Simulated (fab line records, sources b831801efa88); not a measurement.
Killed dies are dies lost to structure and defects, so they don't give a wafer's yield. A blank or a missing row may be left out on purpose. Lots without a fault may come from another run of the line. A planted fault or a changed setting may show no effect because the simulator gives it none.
A struck lot beside a sound one | flow gf180mcu | 26 steps out of a route of 602
Sound: wafers L420.3, L420.4, L420.5. Struck: wafers L414.2, L414.4. (L414.1 of the same lot was not struck and is left out.) The cause comes at the end.
At each step with rows: each side's tool, then ch and its chambers, then its first start. Under that, the readings that differ: sound wafers | struck wafers | difference of the means | sigmas: that difference in standard deviations of wafers without a fault.
alike: readings whose means differ by less than 2 such deviations, and words and numbers that are the same on both sides. not compared: withheld readings, readings that some wafer has no value for, bounds like >300 that may hide the same value, and numbers for which the record gives no deviation and whose values overlap.
The two part at a step that has a row with sigmas, a row that says differs or no value, or rows on one side only. Numbers that don't overlap but have no deviation are shown without sigmas and don't part them. A reading that every wafer of one side lacks parts them only if that side has two wafers or more.

first, 1 step without rows for these wafers: GF_V4_CVD_23 (deposits W, target thk 350 nm, time 104.9 s).
GF_V4_RS_MEAS_24: measures by four-point-probe.
  sound on film_metro-01, day 29 06:07; struck on film_metro-02, day 27 13:40
  alike: V4_W_RS
GF_V4_THK_MEAS_25: measures by xrf.
  sound on film_metro-01, day 29 06:13; struck on film_metro-02, day 27 13:47
  alike: V4_W_THK
GF_V4_CMP_26: polishes, stops on SiO2, t overpolish 15 s, target thk 0 nm.
  sound on cmp-02 ch 1,2, day 29 06:15; struck on cmp-01 ch 1,2, day 27 14:02
  alike: motor_current_A, overpolish_run_s, slurry_flow_ml_min, time_to_endpoint_s
then, 3 steps without rows for these wafers: GF_MIM_SPUTTER_00 (material Ti, target thk 37.5 nm, time 150 s); GF_MIM_SPUTTER_01 (material TiN, target thk 30 nm, time 25 s); GF_MIM_SPUTTER_02 (material AlCu, target thk 450 nm, time 23.9 s).
GF_MIM_SPUTTER_03: material Ti, target thk 10 nm, time 6.7 s.
  sound on pvd_sputter-03, day 29 06:43; struck on pvd_sputter-01, day 27 14:31
  alike: throttle_valve_pct
then, 2 steps without rows for these wafers: GF_MIM_SPUTTER_04 (material TiN, target thk 50 nm, time 41.7 s); GF_MIM_CVD_05 (deposits Si3N4, target thk 42 nm, time 29.086 s).
GF_MIM_THK_MEAS_06:
  sound on film_metro-03, day 29 06:49; struck on film_metro-03, day 27 14:37
  alike: MIM_CVD_05_THK
GF_MIM_SPUTTER_07: material TiN, target thk 60 nm, time 50 s.
  sound on pvd_sputter-01, day 29 06:52; struck on pvd_sputter-02, day 27 14:40
  alike: throttle_valve_pct
GF_MIM_SPUTTER_08: material AlCu, target thk 200 nm, time 10.6 s.
  sound on pvd_sputter-01, day 29 06:55; struck on pvd_sputter-02, day 27 14:43
  reading                                  | sound             | struck      | difference | sigmas
  model.AlCu_of_MIM_SPUTTER_08.thk_nm (nm) | 200.3 199.8 198.6 | 256.7 256.2 | +56.9      |
  alike: throttle_valve_pct
GF_MIM_SPUTTER_09: material TiN, target thk 35 nm, time 29.2 s.
  sound on pvd_sputter-01, day 29 06:56; struck on pvd_sputter-02, day 27 14:44
  alike: throttle_valve_pct
GF_MIM_RS_MEAS_10: measures by four-point-probe.
  sound on film_metro-03, day 29 07:00; struck on film_metro-04, day 27 14:46
  reading              | sound                | struck        | difference | sigmas
  MIM_ALCU_RS (ohm/sq) | 0.1602 0.1603 0.1612 | 0.1237 0.1239 | -0.0368    | -26
GF_MIM_THK_MEAS_11: measures by xrf.
  sound on film_metro-03, day 29 07:06; struck on film_metro-04, day 27 14:53
  reading           | sound             | struck      | difference | sigmas
  MIM_ALCU_THK (nm) | 201.3 199.9 199.8 | 257.1 256.4 | +56.4      | +30
then, 7 steps without rows for these wafers: GF_MIM_DEHYDRATE_12 (time 60 s); GF_MIM_HMDS_13 (prime time 60 s); GF_MIM_COAT_14 (resist thk 1000 nm); GF_MIM_SOFTBAKE_15 (time 60 s); GF_MIM_EXPOSE_16 (exposes mask FuseTop, target cd 2000 nm); GF_MIM_PEB_17; GF_MIM_DEVELOP_18 (develop time 60 s).
GF_MIM_METAL_ETCH_19: etches the open film in Cl2/BCl3, stops on Si3N4, target depth 324.5 nm, time 54.1 s.
  sound on rie_metal-02 ch 1, day 30 01:36; struck on rie_metal-01 ch 0,1, day 28 09:28
  reading                | sound                | struck        | difference | sigmas
  oes_product_au (a.u.)  | 0.942 0.937 0.942    | 1.007 1.012   | +0.069     | +12
  throttle_valve_pct (%) | 28.285 28.273 28.293 | 28.203 28.210 | -0.077     | -8
  alike: bias_w, drypump_motor_current_A, mfc_cl2_sccm
  not compared: rf_hours_counter_h
GF_MIM_STRIP_20: strips in O2/N2.
  sound on plasma_asher-01 ch 0,1, day 30 01:44; struck on plasma_asher-04 ch 0,1, day 28 09:32
  reading               | sound             | struck      | difference | sigmas
  oes_product_au (a.u.) | 0.694 0.693 0.700 | 0.681 0.687 | -0.012     | -2
  alike: drypump_motor_current_A, heater_power_w, o2_flow_sccm, strip_time_to_endpoint_s
  not compared: rf_hours_counter_h
-- the record jumps here: 3 days lie between the struck wafers' starts before and after (it left off in module MIM and takes up again in module PASSIVATION, whose first step shown is number 602 of the route) --
GF_PASSIVATION_PROBE_99:
  the record has rows for the struck wafers here (prober-01, day 31 19:00) and none for the sound ones

WHERE THEY PART
First at GF_MIM_RS_MEAS_10; last, within this record, at GF_PASSIVATION_PROBE_99.

WHY: what the simulator had put in
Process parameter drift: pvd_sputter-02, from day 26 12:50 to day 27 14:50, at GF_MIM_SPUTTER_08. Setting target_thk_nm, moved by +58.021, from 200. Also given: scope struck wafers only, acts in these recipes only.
